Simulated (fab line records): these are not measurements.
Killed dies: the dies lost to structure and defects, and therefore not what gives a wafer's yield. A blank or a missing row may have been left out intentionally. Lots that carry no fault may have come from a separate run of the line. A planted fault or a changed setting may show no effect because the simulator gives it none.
Which tool did it? / flow sky130 / 12 lots, 36 wafers sampled, at 5 steps of a route of 708

## WHAT THE GAUGES READ, wafer by wafer
SKY_CONTACT_BOW_MEAS_05. Usual: CONTACT_BOW 82 um, standard deviation 6.9.
lot=L488; measured=day 30 15:39; on=film metro-01; CONTACT_BOW (um)=70 73 82; flag=
lot=L490; measured=day 30 22:52; on=film metro-01; CONTACT_BOW (um)=82 83 82; flag=
lot=L491; measured=day 31 14:09; on=film metro-03; CONTACT_BOW (um)=91 81 85; flag=
lot=L493; measured=day 31 17:41; on=film metro-04; CONTACT_BOW (um)=69 90 86; flag=
lot=L494; measured=day 32 03:00; on=film metro-04; CONTACT_BOW (um)=73 89 77; flag=
lot=L495; measured=day 32 23:17; on=film metro-04; CONTACT_BOW (um)=76 94 67; flag=
lot=L497; measured=day 33 03:49; on=film metro-01; CONTACT_BOW (um)=79 80 87; flag=
lot=L498; measured=day 33 10:59; on=film metro-04; CONTACT_BOW (um)=88 82 74; flag=
lot=L499; measured=day 33 18:05; on=film metro-04; CONTACT_BOW (um)=76 88 80; flag=
lot=L504; measured=day 35 12:32; on=film metro-01; CONTACT_BOW (um)=88 89 90; flag=
lot=L509; measured=day 36 23:50; on=film metro-04; CONTACT_BOW (um)=74 80 81; flag=
lot=L510; measured=day 37 06:44; on=film metro-01; CONTACT_BOW (um)=82 92 80; flag=

SKY_CONTACT_CD_MEAS_14: the cd target is 170 nm. Usual: cd nm reads 169.8 nm (standard deviation 1.3).
lot=L488; measured=day 31 18:55; on=cd sem-01; cd nm (nm)=170.7 170.6 171.2; flag=
lot=L490; measured=day 32 02:01; on=cd sem-02; cd nm (nm)=171.3 171.1 170.6; flag=
lot=L491; measured=day 32 17:05; on=cd sem-02; cd nm (nm)=171.1 170.0 171.3; flag=
lot=L493; measured=day 32 20:52; on=cd sem-01; cd nm (nm)=170.1 169.8 169.7; flag=
lot=L494; measured=day 33 05:37; on=cd sem-02; cd nm (nm)=168.5 168.8 168.7; flag=
lot=L495; measured=day 34 02:05; on=cd sem-02; cd nm (nm)=170.3 168.7 168.9; flag=
lot=L497; measured=day 34 06:35; on=cd sem-02; cd nm (nm)=149.5 150.2 149.7 149.5 149.8 149.8; flag=OFF
lot=L498; measured=day 34 13:04; on=cd sem-01; cd nm (nm)=169.9 170.5 168.6; flag=
lot=L499; measured=day 34 20:25; on=cd sem-02; cd nm (nm)=154.4 154.7 154.0 153.9 154.7 154.0; flag=OFF
lot=L504; measured=day 36 14:47; on=cd sem-01; cd nm (nm)=159.2 159.0 158.1 159.3 158.7 158.2; flag=OFF
lot=L509; measured=day 38 01:23; on=cd sem-01; cd nm (nm)=168.0 170.3 167.9; flag=
lot=L510; measured=day 38 08:32; on=cd sem-01; cd nm (nm)=167.5 167.9 167.4; flag=

## WHAT TOOL EACH LOT RAN ON (gives the tool, then ch and the chambers of the sampled wafers, and finally the start)
lot=L488; SKY_LOCAL_INTERCONNECT_STRIP_15=plasma asher-03 ch 0,1, day 30 14:32; SKY_CONTACT_CVD_00=pecvd-04 ch 0,2, day 30 15:08; SKY_CONTACT_EXPOSE_11=krf scanner-01 ch 0, day 31 05:49
lot=L490; SKY_LOCAL_INTERCONNECT_STRIP_15=plasma asher-02 ch 0,1, day 30 21:44; SKY_CONTACT_CVD_00=pecvd-03 ch 0,2, day 30 22:20; SKY_CONTACT_EXPOSE_11=krf scanner-01 ch 0, day 31 13:10
lot=L491; SKY_LOCAL_INTERCONNECT_STRIP_15=plasma asher-02 ch 0, day 31 12:57; SKY_CONTACT_CVD_00=pecvd-03 ch 1,2, day 31 13:36; SKY_CONTACT_EXPOSE_11=krf scanner-01 ch 0, day 32 03:46
lot=L493; SKY_LOCAL_INTERCONNECT_STRIP_15=plasma asher-01 ch 0,1, day 31 16:35; SKY_CONTACT_CVD_00=pecvd-04 ch 0,1,2, day 31 17:10; SKY_CONTACT_EXPOSE_11=krf scanner-02 ch 0, day 32 07:14
lot=L494; SKY_LOCAL_INTERCONNECT_STRIP_15=plasma asher-02 ch 0, day 32 01:35; SKY_CONTACT_CVD_00=pecvd-03 ch 2, day 32 02:13; SKY_CONTACT_EXPOSE_11=krf scanner-02 ch 0, day 32 16:40
lot=L495; SKY_LOCAL_INTERCONNECT_STRIP_15=plasma asher-01 ch 0,1, day 32 22:07; SKY_CONTACT_CVD_00=pecvd-03 ch 1,2, day 32 22:45; SKY_CONTACT_EXPOSE_11=krf scanner-02 ch 0, day 33 13:14
lot=L497; SKY_LOCAL_INTERCONNECT_STRIP_15=plasma asher-03 ch 0,1, day 33 02:05; SKY_CONTACT_CVD_00=pecvd-03 ch 0,1, day 33 03:16; SKY_CONTACT_EXPOSE_11=krf scanner-02 ch 0, day 33 17:43
lot=L498; SKY_LOCAL_INTERCONNECT_STRIP_15=plasma asher-01 ch 0,1, day 33 09:50; SKY_CONTACT_CVD_00=pecvd-02 ch 0,2, day 33 10:28; SKY_CONTACT_EXPOSE_11=krf scanner-01 ch 0, day 34 00:39
lot=L499; SKY_LOCAL_INTERCONNECT_STRIP_15=plasma asher-03 ch 1, day 33 16:57; SKY_CONTACT_CVD_00=pecvd-03 ch 0, day 33 17:33; SKY_CONTACT_EXPOSE_11=krf scanner-02 ch 0, day 34 08:00
lot=L504; SKY_LOCAL_INTERCONNECT_STRIP_15=plasma asher-01 ch 0,1, day 35 11:20; SKY_CONTACT_CVD_00=pecvd-02 ch 0,1,2, day 35 11:58; SKY_CONTACT_EXPOSE_11=krf scanner-02 ch 0, day 36 01:36
lot=L509; SKY_LOCAL_INTERCONNECT_STRIP_15=plasma asher-01 ch 0,1, day 36 22:35; SKY_CONTACT_CVD_00=pecvd-02 ch 0,1, day 36 23:16; SKY_CONTACT_EXPOSE_11=krf scanner-01 ch 0, day 37 12:42
lot=L510; SKY_LOCAL_INTERCONNECT_STRIP_15=plasma asher-02 ch 0,1, day 37 05:35; SKY_CONTACT_CVD_00=pecvd-03 ch 0,1, day 37 06:11; SKY_CONTACT_EXPOSE_11=krf scanner-01 ch 0, day 37 20:05
- SKY_LOCAL_INTERCONNECT_STRIP_15: strips in O2/N2.
- SKY_CONTACT_CVD_00: deposits Si3N4, target thk 75 nm.
- SKY_CONTACT_EXPOSE_11: exposes mask CTM1, target cd 170 nm.

## WHAT THE TOOLS THEMSELVES READ (means of the sampled wafers that have a number; where no wafer has one, the mark that the record gives instead)
SKY_LOCAL_INTERCONNECT_STRIP_15. Usual: drypump motor current A 5.6 A, standard deviation 0.44; oes product au 0.426 a.u., standard deviation 0.0052; strip time to endpoint s 4.730 s, standard deviation 0.024.
lot=L488; tool=plasma asher-03; drypump motor current A (A)=4.9; oes product au (a.u.)=0.428; strip time to endpoint s (s)=4.727; flag=
lot=L490; tool=plasma asher-02; drypump motor current A (A)=5.7; oes product au (a.u.)=0.428; strip time to endpoint s (s)=4.710; flag=
lot=L491; tool=plasma asher-02; drypump motor current A (A)=6.1; oes product au (a.u.)=0.426; strip time to endpoint s (s)=4.716; flag=
lot=L493; tool=plasma asher-01; drypump motor current A (A)=5.9; oes product au (a.u.)=0.424; strip time to endpoint s (s)=4.698; flag=
lot=L494; tool=plasma asher-02; drypump motor current A (A)=6.1; oes product au (a.u.)=0.423; strip time to endpoint s (s)=4.728; flag=
lot=L495; tool=plasma asher-01; drypump motor current A (A)=5.9; oes product au (a.u.)=0.433; strip time to endpoint s (s)=4.756; flag=
lot=L497; tool=plasma asher-03; drypump motor current A (A)=4.9; oes product au (a.u.)=0.421; strip time to endpoint s (s)=4.721; flag=
lot=L498; tool=plasma asher-01; drypump motor current A (A)=5.9; oes product au (a.u.)=0.421; strip time to endpoint s (s)=4.738; flag=
lot=L499; tool=plasma asher-03; drypump motor current A (A)=5.0; oes product au (a.u.)=0.427; strip time to endpoint s (s)=4.724; flag=
lot=L504; tool=plasma asher-01; drypump motor current A (A)=5.9; oes product au (a.u.)=0.426; strip time to endpoint s (s)=4.711; flag=
lot=L509; tool=plasma asher-01; drypump motor current A (A)=5.8; oes product au (a.u.)=0.421; strip time to endpoint s (s)=4.724; flag=
lot=L510; tool=plasma asher-02; drypump motor current A (A)=5.7; oes product au (a.u.)=0.429; strip time to endpoint s (s)=4.736; flag=

SKY_CONTACT_CVD_00. Usual: heater power w reads 705 W (standard deviation 120).
lot=L488; tool=pecvd-04; heater power w (W)=671; flag=
lot=L490; tool=pecvd-03; heater power w (W)=764; flag=
lot=L491; tool=pecvd-03; heater power w (W)=852; flag=
lot=L493; tool=pecvd-04; heater power w (W)=705; flag=
lot=L494; tool=pecvd-03; heater power w (W)=780; flag=
lot=L495; tool=pecvd-03; heater power w (W)=812; flag=
lot=L497; tool=pecvd-03; heater power w (W)=542; flag=
lot=L498; tool=pecvd-02; heater power w (W)=712; flag=
lot=L499; tool=pecvd-03; heater power w (W)=504; flag=
lot=L504; tool=pecvd-02; heater power w (W)=760; flag=
lot=L509; tool=pecvd-02; heater power w (W)=719; flag=
lot=L510; tool=pecvd-03; heater power w (W)=565; flag=

SKY_CONTACT_EXPOSE_11. Usual: exposure dose mJ cm2 reads 37.99 (standard deviation 0.04).
lot=L488; tool=krf scanner-01; exposure dose mJ cm2=38.03; flag=
lot=L490; tool=krf scanner-01; exposure dose mJ cm2=38.02; flag=
lot=L491; tool=krf scanner-01; exposure dose mJ cm2=38.01; flag=
lot=L493; tool=krf scanner-02; exposure dose mJ cm2=38.03; flag=
lot=L494; tool=krf scanner-02; exposure dose mJ cm2=37.95; flag=
lot=L495; tool=krf scanner-02; exposure dose mJ cm2=37.97; flag=
lot=L497; tool=krf scanner-02; exposure dose mJ cm2=33.99; flag=OFF
lot=L498; tool=krf scanner-01; exposure dose mJ cm2=37.94; flag=
lot=L499; tool=krf scanner-02; exposure dose mJ cm2=34.83; flag=OFF
lot=L504; tool=krf scanner-02; exposure dose mJ cm2=35.50; flag=OFF
lot=L509; tool=krf scanner-01; exposure dose mJ cm2=37.99; flag=
lot=L510; tool=krf scanner-01; exposure dose mJ cm2=38.01; flag=

## THE ANSWER, worked out from the rows above alone
Rule: a lot counts as off when the mean over its wafers that have a number is more than 3 standard deviations away from the usual mean. Also off: a lot with no number at a reading for which 4 or more lots have one. Any other lot the step has rows for is counted as sound. First the gauges in route order, then the tools' own readings, where a lot's mean is used as printed above. At the first step where some lot is off, the reading lying furthest off is the one used; lots without a number count as furthest.
Off at SKY_CONTACT_CD_MEAS_14 (cd nm): L497, L499, L504.
A tool fits if, at a process step before that reading, it ran every lot that is off, and no sound lot after the first of them. Not tried: the gauges at SKY_CONTACT_CD_MEAS_14; whatever is off there is also off at SKY_CONTACT_EXPOSE_11, on other tools, and gauge error can't account for it. One fits: SKY_CONTACT_EXPOSE_11 on krf scanner-02. Its last sound lot is L495 (day 33 13:14), its first lot that is off L497 (day 33 17:43): a fault that began between those two fits.
On the lots that are off, the tool's own readings at SKY_CONTACT_EXPOSE_11 differ by more than 5 times the standard deviation of the sound lots' means, which bears it out; exposure dose mJ cm2 reads 34.77 there versus 37.99 on the sound lots.

## WHAT HAD BEEN PUT IN BY THE SIMULATOR
Process parameters drifting: krf scanner-02 at SKY_CONTACT_EXPOSE_11, beginning at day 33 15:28. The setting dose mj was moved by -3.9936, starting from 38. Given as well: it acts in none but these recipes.
Shown lots that were struck: L497, L499, L504. This agrees with what the rule above found.
